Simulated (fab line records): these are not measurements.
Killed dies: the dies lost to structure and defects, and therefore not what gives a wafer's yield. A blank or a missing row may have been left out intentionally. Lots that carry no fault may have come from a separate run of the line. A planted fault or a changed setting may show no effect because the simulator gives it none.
A lot that was struck, set against a sound lot	flow sky130	26 steps out of a route of 708
Sound: the wafers L775.1, L775.4, L775.6. Wafers L767.1, L767.2, L767.5 were the ones struck. The cause is given at the end.
Order at every step that has rows: each side's tool, ch and its chambers, its first start. Under that, the readings that differ: sound wafers	struck wafers	difference of the means	sigmas: that difference in standard deviations of wafers without a fault.
alike: readings with means less than 2 such deviations apart, plus words and numbers identical on both sides. not compared: withheld readings, readings lacking a value on some wafer, bounds such as >300 that could conceal the same value, and numbers that have no deviation in the record and whose values overlap.
Wherever a step has rows on one side only, a row that says differs or no value, or a row with sigmas, the two part there. When numbers do not overlap yet have no deviation, they are printed without sigmas and do not part them. A reading that every wafer of one side lacks parts them only if that side has two wafers or more.

SKY_LDD_N_STRIP_16: strips in O2/N2.
  sound on plasmaAsher-04 ch 0,1, day 24 19:35; struck on plasmaAsher-04 ch 0,1, day 21 22:08
  alike: chamberPressureMTorr, drypumpMotorCurrentA, oesProductAu, stripTimeToEndpointS
  not compared: rfHoursCounterH
SKY_LDD_N_TW_MEAS_17:
  sound: filmMetro-03 at day 24 19:41; struck: filmMetro-01 at day 21 22:14
  alike: LDD_N_TW
then, 7 steps without rows for these wafers: SKY_LDD_P_DEHYDRATE_00 (time 60 s); SKY_LDD_P_HMDS_01 (prime time 60 s); SKY_LDD_P_COAT_02 (resist thk 1140 nm); SKY_LDD_P_SOFTBAKE_03 (time 60 s); SKY_LDD_P_EXPOSE_04 (exposes mask PSDM, target cd 380 nm); SKY_LDD_P_PEB_05; SKY_LDD_P_DEVELOP_06 (develop time 60 s).
SKY_LDD_P_CD_MEAS_07: target cd 380 nm.
  sound: cdSem-01 at day 26 00:38; struck: cdSem-02 at day 23 04:26
reading	sound	struck	difference	sigmas
cdNm (nm)	376.0 375.4 377.9	381.4 383.0 381.4	+5.5	+2
SKY_LDD_P_OVL_MEAS_08:
  sound: overlay-01 at day 26 00:45; struck: overlay-02 at day 23 04:33
  alike: LDD_P_OVL
next, for these wafers, 1 step has no rows: SKY_LDD_P_IMPLANT_09.
SKY_LDD_P_STRIP_10: strips in O2/N2.
  sound on plasmaAsher-02 ch 0,1, day 26 00:56; struck on plasmaAsher-04 ch 0,1, day 23 04:44
  no value came back on the struck wafers for chamberPressureMTorr (mTorr), drypumpMotorCurrentA (A), oesProductAu (a.u.), stripTimeToEndpointS (s); on the sound wafers chamberPressureMTorr (mTorr) reads 1501.0 1500.8 1501.7
reading	sound	struck	difference	sigmas
model.NOVOLAK_of_LDD_P_COAT_02.thkNm (nm)	0 0 0	1141 1140 1140	+1140	
  not compared: rfHoursCounterH
SKY_LDD_P_TW_MEAS_11:
  sound: filmMetro-01 at day 26 01:02; struck: filmMetro-04 at day 23 04:50
  alike: LDD_P_TW
then, 7 steps without rows for these wafers: SKY_LDD_HVN_DEHYDRATE_00 (time 60 s); SKY_LDD_HVN_HMDS_01 (prime time 60 s); SKY_LDD_HVN_COAT_02 (resist thk 300 nm); SKY_LDD_HVN_SOFTBAKE_03 (time 60 s); SKY_LDD_HVN_EXPOSE_04 (exposes mask HVNTM, target cd 700 nm); SKY_LDD_HVN_PEB_05; SKY_LDD_HVN_DEVELOP_06 (develop time 60 s).
SKY_LDD_HVN_OVL_MEAS_07:
  sound: overlay-02 at day 27 05:56; struck: overlay-01 at day 24 10:14
  alike: LDD_HVN_OVL
next, for these wafers, 1 step has no rows: SKY_LDD_HVN_IMPLANT_08.
SKY_LDD_HVN_STRIP_09: strips in O2/N2.
  sound on plasmaAsher-01 ch 0,1, day 27 06:07; struck on plasmaAsher-03 ch 0,1, day 24 10:25
reading	sound	struck	difference	sigmas
oesProductAu (a.u.)	0.412 0.406 0.407	0.714 0.713 0.718	+0.307	+65
stripTimeToEndpointS (s)	4.127 4.127 4.141	21.739 21.757 21.750	+17.617	+99 or more
  alike: chamberPressureMTorr, drypumpMotorCurrentA
  not compared: rfHoursCounterH
SKY_LDD_HVN_TW_MEAS_10:
  sound: filmMetro-02 at day 27 06:13; struck: filmMetro-01 at day 24 10:31
reading	sound	struck	difference	sigmas
LDD_HVN_TW	1442 1427 1436	30 30 30	-1405	-99 or more
then, 1 step without rows for these wafers: SKY_LDD_HVP_DEHYDRATE_00 (time 60 s).

== WHERE THEY PART ==
Earliest at SKY_LDD_P_CD_MEAS_07; latest, in this record, at SKY_LDD_HVN_TW_MEAS_10.

WHY: what the simulator had put in
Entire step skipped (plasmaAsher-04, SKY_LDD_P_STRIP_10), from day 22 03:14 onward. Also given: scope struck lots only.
